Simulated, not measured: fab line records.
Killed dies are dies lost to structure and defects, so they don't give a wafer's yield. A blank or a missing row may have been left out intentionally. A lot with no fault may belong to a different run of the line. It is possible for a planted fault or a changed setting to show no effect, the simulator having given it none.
fab line records	flow sky130
record lots=11	wafers=33	last-day=50
route steps=708 shown METAL1@454 VIA1@459 PAD_OPEN@708
lots that met no fault: taken from a fault-free run of the same line
start-h: start of the lot's first displayed wafer, in hours after the record's first day	wait-h: hours since the lot's step before	" identical to the entry in the row above	L1.1+2: a row that stands for several wafers	- no value, or no start was given	* or withheld: withheld	< > ~ a bound
route shown NAME@n: a module of which the file shows steps, and the number in the route of the first	usual: mean and standard deviation over wafers with no fault	same: alike in all rows	chamber/n: place in a boat	sites: per-site readings	_std_site: standard deviation across them	_edge_site: outer sites' mean less inner sites'	radius-mm: how far each site lies from the wafer's centre	mask NAME#n: copy n	behind: the tool/chamber that last shaped the wafer	hold: cause of the lot's hold/its duration in hours/its outcome	device: which transistor (n, p or np) failed to switch	end of line: the route-end tests of the same wafers	where a step has no rows: the recipe by itself	killed: dies that structure and defects cost at the first sort, which is not the same as the wafer's yield	map: shows each die of a wafer: x if killed, . if not, _ if none is there
set.NAME: the run value of the setting; set.NAME@STEP: its run value at that earlier step	model.NAME: the simulator's own value behind a step, which no gauge read
the route's steps for a sample of lots (tables are steps, rows are wafers)
services: a tool's chamber out of use, with start hour (start-h, from the record's first day; less than 0 if before it), hours out, and reason
## steps
# step SKY_METAL1_STRIP_20
# recipe chemistry=O2/N2	power-w=1400	pressure-mtorr=1500	platen-temp-c=withheld	o2-flow-sccm=3000	n2-flow-sccm=300	overash-fraction=0.5
# usual drypump-motor-current-A=5.94/0.2	oes-product-au=0.342/0.005	strip-time-to-endpoint-s=2.68/0.033
lot.wafer	tool	chamber	start-h	wait-h	drypump-motor-current-A	oes-product-au	rf-hours-counter-h	strip-time-to-endpoint-s
L999.1	plasma-asher-01	1	747.72	0.1	5.68	0.342	91	2.63
L999.3	"	1	"	"	5.69	0.339	-	2.63
L999.5	"	1	"	"	5.69	0.341	-	2.65
L100.2	plasma-asher-01	1	755.15	0.1	5.70	0.334	92	2.64
L100.5	"	0	"	"	6.07	0.332	-	2.64
L100.6	"	1	"	"	5.72	0.335	-	2.65
L102.2	plasma-asher-02	1	785.89	0.1	5.74	0.343	4	2.67
L102.4	"	0	"	"	6.05	0.337	-	2.69
L102.5	"	0	"	"	6.06	0.345	-	2.71
L103.1	plasma-asher-01	0	794.24	0.1	6.08	0.337	95	2.66
L103.5	"	0	"	"	6.06	0.341	-	2.70
L103.6	"	1	"	"	5.70	0.336	-	2.68
L106.1	plasma-asher-01	0	818.84	0.1	6.07	0.338	98	2.72
L106.2	"	1	"	"	5.71	0.349	98	2.72
L106.5	"	1	"	"	5.73	0.346	-	2.70
L107.1	plasma-asher-02	0	820.93	0.1	6.05	0.342	8	2.74
L107.2	"	1	"	"	5.74	0.344	8	2.64
L107.4	"	0	"	"	6.08	0.349	-	2.66
L108.3	plasma-asher-04	1	829.25	0.1	5.83	0.338	-	2.64
L108.5	"	1	"	"	5.84	0.339	-	2.63
L108.6	"	0	"	"	6.24	0.338	-	2.67
L114.2	plasma-asher-04	1	872.93	0.1	5.85	0.342	76	2.73
L114.5	"	1	"	"	5.83	0.348	-	2.68
L114.6	"	0	"	"	6.26	0.343	-	2.69
L118.4	plasma-asher-04	0	933.42	0.1	6.25	0.351	-	2.73
L118.5	"	1	"	"	5.78	0.348	-	2.74
L118.6	"	0	"	"	6.26	0.348	-	2.74
L117.2	plasma-asher-01	1	934.99	0.1	5.72	0.344	109	2.71
L117.4	"	0	"	"	6.08	0.344	-	2.68
L117.5	"	0	"	"	6.07	0.349	-	2.67
L122.4	plasma-asher-04	1	943.46	0.1	5.83	0.343	-	2.67
L122.5	"	0	"	"	6.28	0.343	-	2.68
L122.6	"	1	"	"	5.82	0.333	-	2.66
# step SKY_VIA1_THK_MEAS_01
# recipe reads=SiO2_of_VIA1_HDPCVD_00
# usual VIA1_HDPCVD_THK=1060/9.1
lot.wafer	tool	chamber	start-h	wait-h	VIA1_HDPCVD_THK[nm]
L999.1	film-metro-01	-	748.43	0.1	1051
L999.3	"	-	"	"	1045
L999.5	"	-	"	"	1066
L100.2	film-metro-01	-	755.89	0.1	1067
L100.5	"	-	"	"	1075
L100.6	"	-	"	"	1061
L102.2	film-metro-03	-	786.61	0.1	1045
L102.4	"	-	"	"	1042
L102.5	"	-	"	"	1046
L103.1	film-metro-02	-	795.04	0.1	1051
L103.5	"	-	"	"	1061
L103.6	"	-	"	"	1066
L106.1	film-metro-02	-	819.54	0.1	1059
L106.2	"	-	"	"	1052
L106.5	"	-	"	"	1045
L107.1	film-metro-01	-	821.69	0.1	1063
L107.2	"	-	"	"	1068
L107.4	"	-	"	"	1063
L108.3	film-metro-02	-	829.99	0.1	1053
L108.5	"	-	"	"	1061
L108.6	"	-	"	"	1051
L114.2	film-metro-01	-	873.65	0.1	1039
L114.5	"	-	"	"	1052
L114.6	"	-	"	"	1049
L118.4	film-metro-01	-	934.12	0.0	1055
L118.5	"	-	"	"	1050
L118.6	"	-	"	"	1060
L117.2	film-metro-03	-	935.70	0.1	1053
L117.4	"	-	"	"	1054
L117.5	"	-	"	"	1044
L122.4	film-metro-02	-	944.20	0.0	1052
L122.5	"	-	"	"	1067
L122.6	"	-	"	"	1063
# step SKY_VIA1_CVD_21
# recipe material=W	target-thk-nm=270	time-s=80.902	temp-c=400	pressure-torr=40
# usual heater-power-w=814/64
lot.wafer	tool	chamber	start-h	wait-h	heater-power-w
L999.1	cvd-w-01	0	776.67	0.0	753
L999.3	"	1	"	"	863
L999.5	"	0	"	"	749
L100.2	cvd-w-01	0	784.29	0.0	740
L100.5	"	1	"	"	879
L100.6	"	0	"	"	728
L102.2	cvd-w-02	0	813.33	0.0	779
L102.4	"	0	"	"	802
L102.5	"	0	"	"	789
L103.1	cvd-w-02	0	822.44	0.0	812
L103.5	"	0	"	"	783
L103.6	"	1	"	"	852
L106.1	cvd-w-01	1	846.30	0.0	896
L106.2	"	0	"	"	745
L106.5	"	0	"	"	721
L107.1	cvd-w-02	0	850.04	0.0	795
L107.2	"	1	"	"	884
L107.4	"	0	"	"	770
L108.3	cvd-w-02	1	857.17	0.1	857
L108.5	"	0	"	"	782
L108.6	"	1	"	"	866
L114.2	cvd-w-02	1	900.09	0.0	883
L114.5	"	1	"	"	881
L114.6	"	0	"	"	775
L118.4	cvd-w-01	0	960.05	0.0	731
L118.5	"	0	"	"	711
L118.6	"	1	"	"	885
L117.2	cvd-w-01	0	961.98	0.0	739
L117.4	"	1	"	"	893
L117.5	"	0	"	"	733
L122.4	cvd-w-01	1	969.25	0.0	903
L122.5	"	0	"	"	729
L122.6	"	1	"	"	889
# step SKY_VIA1_RS_MEAS_22
# recipe thk-meas-gauge=four-point-probe	reads=W_of_VIA1_CVD_21+TiN_of_VIA1_SPUTTER_20
# usual VIA1_W_RS=0.426/0.0035
lot.wafer	tool	chamber	start-h	wait-h	VIA1_W_RS[ohm/sq]
L999.1	film-metro-02	-	776.76	0.1	0.426
L999.3	"	-	"	"	0.427
L999.5	"	-	"	"	0.429
L100.2	film-metro-01	-	784.40	0.1	0.425
L100.5	"	-	"	"	0.427
L100.6	"	-	"	"	0.425
L102.2	film-metro-03	-	813.45	0.1	0.420
L102.4	"	-	"	"	0.424
L102.5	"	-	"	"	0.420
L103.1	film-metro-01	-	822.53	0.1	0.427
L103.5	"	-	"	"	0.429
L103.6	"	-	"	"	0.425
L106.1	film-metro-03	-	846.39	0.1	0.423
L106.2	"	-	"	"	0.424
L106.5	"	-	"	"	0.424
L107.1	film-metro-03	-	850.13	0.1	0.426
L107.2	"	-	"	"	0.428
L107.4	"	-	"	"	0.424
L108.3	film-metro-02	-	857.27	0.1	0.430
L108.5	"	-	"	"	0.427
L108.6	"	-	"	"	0.428
L114.2	film-metro-02	-	900.20	0.1	0.424
L114.5	"	-	"	"	0.425
L114.6	"	-	"	"	0.445
L118.4	film-metro-03	-	960.17	0.1	0.430
L118.5	"	-	"	"	0.428
L118.6	"	-	"	"	0.429
L117.2	film-metro-01	-	962.10	0.1	0.429
L117.4	"	-	"	"	0.430
L117.5	"	-	"	"	0.426
L122.4	film-metro-03	-	969.37	0.1	0.426
L122.5	"	-	"	"	0.429
L122.6	"	-	"	"	0.423
# step SKY_VIA1_THK_MEAS_23
# recipe thk-meas-gauge=xrf	reads=W_of_VIA1_CVD_21
# usual VIA1_W_THK=258/3.1
lot.wafer	tool	chamber	start-h	wait-h	VIA1_W_THK[nm]
L999.1	film-metro-02	-	776.88	0.1	257
L999.3	"	-	"	"	256
L999.5	"	-	"	"	256
L100.2	film-metro-01	-	784.51	0.1	257
L100.5	"	-	"	"	256
L100.6	"	-	"	"	257
L102.2	film-metro-03	-	813.56	0.1	262
L102.4	"	-	"	"	261
L102.5	"	-	"	"	263
L103.1	film-metro-01	-	822.65	0.1	257
L103.5	"	-	"	"	256
L103.6	"	-	"	"	257
L106.1	film-metro-03	-	846.51	0.1	261
L106.2	"	-	"	"	262
L106.5	"	-	"	"	261
L107.1	film-metro-03	-	850.25	0.1	259
L107.2	"	-	"	"	258
L107.4	"	-	"	"	260
L108.3	film-metro-02	-	857.37	0.1	257
L108.5	"	-	"	"	256
L108.6	"	-	"	"	257
L114.2	film-metro-02	-	900.31	0.1	256
L114.5	"	-	"	"	257
L114.6	"	-	"	"	245
L118.4	film-metro-03	-	960.26	0.1	262
L118.5	"	-	"	"	261
L118.6	"	-	"	"	260
L117.2	film-metro-01	-	962.21	0.1	255
L117.4	"	-	"	"	256
L117.5	"	-	"	"	257
L122.4	film-metro-03	-	969.46	0.1	262
L122.5	"	-	"	"	260
L122.6	"	-	"	"	264
# step SKY_VIA1_CMP_24
# recipe stop-on=SiO2	t-overpolish-s=15	down-force-psi=3.5	platen-rpm=60	target-thk-nm=0	pad-velocity-m-s=0.94248
# usual motor-current-A=10.4/1	retaining-ring-pressure-frac=1.001/0.0044
lot.wafer	tool	chamber	start-h	wait-h	motor-current-A	retaining-ring-pressure-frac
L999.1	cmp-02	1	777.04	0.1	9.7	1.005
L999.3	"	2	"	"	10.8	1.002
L999.5	"	3	"	"	12.4	0.993
L100.2	cmp-01	3	784.66	0.1	10.4	1.006
L100.6	"	1	"	"	9.0	1.005
L100.5	"	2	"	"	10.7	1.007
L102.2	cmp-02	0	813.61	0.0	11.6	1.000
L102.4	"	2	"	"	10.3	1.004
L102.5	"	0	"	"	11.4	0.999
L103.1	cmp-01	3	822.86	0.2	10.3	1.001
L103.5	"	0	"	"	10.1	0.999
L103.6	"	1	"	"	9.1	0.994
L106.1	cmp-01	3	846.57	0.1	10.2	0.999
L106.2	"	0	"	"	10.3	1.006
L106.5	"	3	"	"	10.0	0.995
L107.4	cmp-01	2	850.31	0.0	10.7	0.994
L107.2	"	3	"	"	9.8	1.007
L107.1	"	1	"	"	9.3	1.007
L108.3	cmp-01	0	857.76	0.4	9.8	0.993
L108.6	"	2	"	"	10.2	0.999
L108.5	"	3	"	"	10.2	1.003
L114.2	cmp-01	3	900.51	0.2	9.8	1.003
L114.5	"	0	"	"	9.5	1.006
L114.6	"	1	"	"	9.6	1.005
L118.4	cmp-01	0	960.34	0.1	10.4	1.005
L118.5	"	3	"	"	10.1	1.006
L118.6	"	0	"	"	9.8	1.002
L117.4	cmp-01	0	962.26	0.0	10.1	1.005
L117.2	"	1	"	"	8.6	1.001
L117.5	"	0	"	"	9.9	1.001
L122.4	cmp-01	0	969.64	0.2	9.9	1.003
L122.6	"	1	"	"	9.2	0.998
L122.5	"	2	"	"	11.1	1.000
# step SKY_PAD_OPEN_PROBE_99
# usual defect-limited-yield=82.6/2	killed_at_M0_to_M3=43/7.3	killed_at_M4_up=3.1/1.7	killed-at-contacts=24/4.7	killed-at-front-end=15/4.6	killed-at-other=0.3/0.55	killed-dies=86/9.7	killed-open=47/6.7	killed-short=39/6.5	sort_bin_3_pad_short=0.9/0.41	sort_bin_5_function=10.3/1.5	sort_bin_6_memory=6.2/1.1	sort-n-pass=406/9.7	sort-yield-pct=82.6/2
# same gross-dies=492	killed-at-back-side=0	sort_bin_4_leakage[%]=0	sort_bin_8_speed[%]=0
lot.wafer	tool	chamber	start-h	wait-h	defect-limited-yield[%]	killed_at_M0_to_M3	killed_at_M4_up	killed-at-contacts	killed-at-front-end	killed-at-other	killed-dies	killed-open	killed-short	sort_bin_3_pad_short[%]	sort_bin_5_function[%]	sort_bin_6_memory[%]	sort-n-pass	sort-yield-pct[%]
L106.1	prober-02	-	1112.02	0.1	83.3	42	3	23	13	1	82	52	30	1.4	9.3	5.9	410	83.3
L106.2	prober-02	-	1112.07	0.1	77.6	45	5	21	39	0	110	58	52	1.2	14.0	7.1	382	77.6
L106.5	prober-02	-	1112.22	0.2	80.5	54	3	29	10	0	96	51	45	0.8	12.2	6.5	396	80.5
L122.4	prober-02	-	1202.95	0.2	84.8	36	3	22	14	0	75	42	33	1.0	8.1	6.1	417	84.8
L122.5	prober-02	-	1203.00	0.2	78.5	55	4	35	12	0	106	58	48	1.0	13.2	7.3	386	78.5
L122.6	prober-02	-	1203.05	0.2	81.3	46	4	29	13	0	92	56	36	0.2	12.2	6.3	400	81.3
# killed by level:class
L106.1 VIA1:geometric-particle:open=12 LI_CONTACT:geometric-particle:open=8 CONTACT:geometric-particle:open=8 METAL1:geometric-particle:short=5 VIA2:geometric-particle:open=5 FIELD_ISO:geometric-particle:open=4 VIA3:geometric-particle:short=4 METAL2:geometric-particle:short=4
L106.2 CONTACT:geometric-particle:open=11 VIA1:geometric-particle:open=11 FIELD_ISO:geometric-particle:short=10 VIA3:geometric-particle:open=10 POLY_GATE:geometric-particle:short=8 SPACER:geometric-particle:short=7 POLY_GATE:geometric-particle:open=6 FIELD_ISO:geometric-particle:open=5
L106.5 VIA1:geometric-particle:open=13 CONTACT:geometric-particle:short=12 VIA3:geometric-particle:open=10 CONTACT:geometric-particle:open=7 VIA2:geometric-particle:open=6 METAL2:geometric-particle:short=6 VIA1:geometric-particle:short=5 LI_CONTACT:geometric-particle:open=4
L122.4 CONTACT:geometric-particle:open=7 VIA2:geometric-particle:open=7 VIA3:geometric-particle:open=6 LI_CONTACT:geometric-particle:open=5 VIA1:geometric-particle:open=5 FIELD_ISO:geometric-particle:short=4 POLY_GATE:geometric-particle:short=4 METAL1:geometric-particle:short=4
L122.5 VIA1:geometric-particle:open=10 LOCAL_INTERCONNECT:geometric-particle:short=9 VIA2:geometric-particle:open=9 METAL1:geometric-particle:short=8 CONTACT:geometric-particle:open=8 VIA3:geometric-particle:open=7 LI_CONTACT:geometric-particle:open=6 LI_CONTACT:geometric-particle:short=5
L122.6 VIA1:geometric-particle:open=14 CONTACT:geometric-particle:open=12 VIA3:geometric-particle:open=11 CONTACT:geometric-particle:short=6 LI_CONTACT:geometric-particle:open=5 METAL2:geometric-particle:short=5 VIA2:geometric-particle:open=4 POLY_GATE:geometric-particle:open=3
## services
tool	chamber	start-h	hours	kind
plasma-asher-02	-	733.75	9.0	pm
plasma-asher-04	-	739.09	2.0	repair
plasma-asher-02	-	744.18	2.7	repair
cmp-01	-	747.79	4.0	pm
plasma-asher-01	-	749.83	0.6	repair
cmp-01	-	772.04	1.5	repair
cvd-w-02	-	819.55	0.5	repair
cmp-02	-	821.57	5.7	pm
plasma-asher-01	-	823.15	2.8	pm
cmp-02	-	827.78	5.6	repair
cmp-02	-	833.09	1.8	repair
cmp-02	-	856.40	9.6	pm
cvd-w-01	-	857.00	6.9	pm
cmp-01	-	888.45	1.7	repair
cmp-01	-	890.97	1.5	repair
cvd-w-02	-	904.00	14.0	pm
cmp-01	-	904.37	2.8	repair
plasma-asher-02	-	911.52	1.9	repair
cmp-02	-	912.00	4.0	pm
cmp-01	-	917.49	5.7	pm
cvd-w-01	-	944.12	14.6	pm
plasma-asher-01	-	944.48	3.9	repair
cmp-02	-	944.68	4.8	pm
cmp-01	-	957.31	2.5	repair
## key
first-sign step=SKY_VIA1_RS_MEAS_22	reading=VIA1_W_RS	direction=up	sigmas=5.4	usual=0.426	struck=0.445
effect step=SKY_VIA1_THK_MEAS_23	reading=VIA1_W_THK	direction=down	sigmas=4.3	usual=258	struck=245
met-at SKY_VIA1_CVD_21
struck-lots L114
struck-wafers L114.6
not-acting-at SKY_METAL1_STRIP_20,SKY_VIA1_THK_MEAS_01,SKY_VIA1_CMP_24
onset-between 857.17 900.09
fault kind=process-parameter-drift	tool=cvd-w-02	chamber=-	onset-h=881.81	steps=SKY_VIA1_CVD_21	channel=target-thk-nm	offset=-14.025	shape=step	end-h=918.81	scope=struck-wafers-only	acts-in=these-recipes-only	stated=270
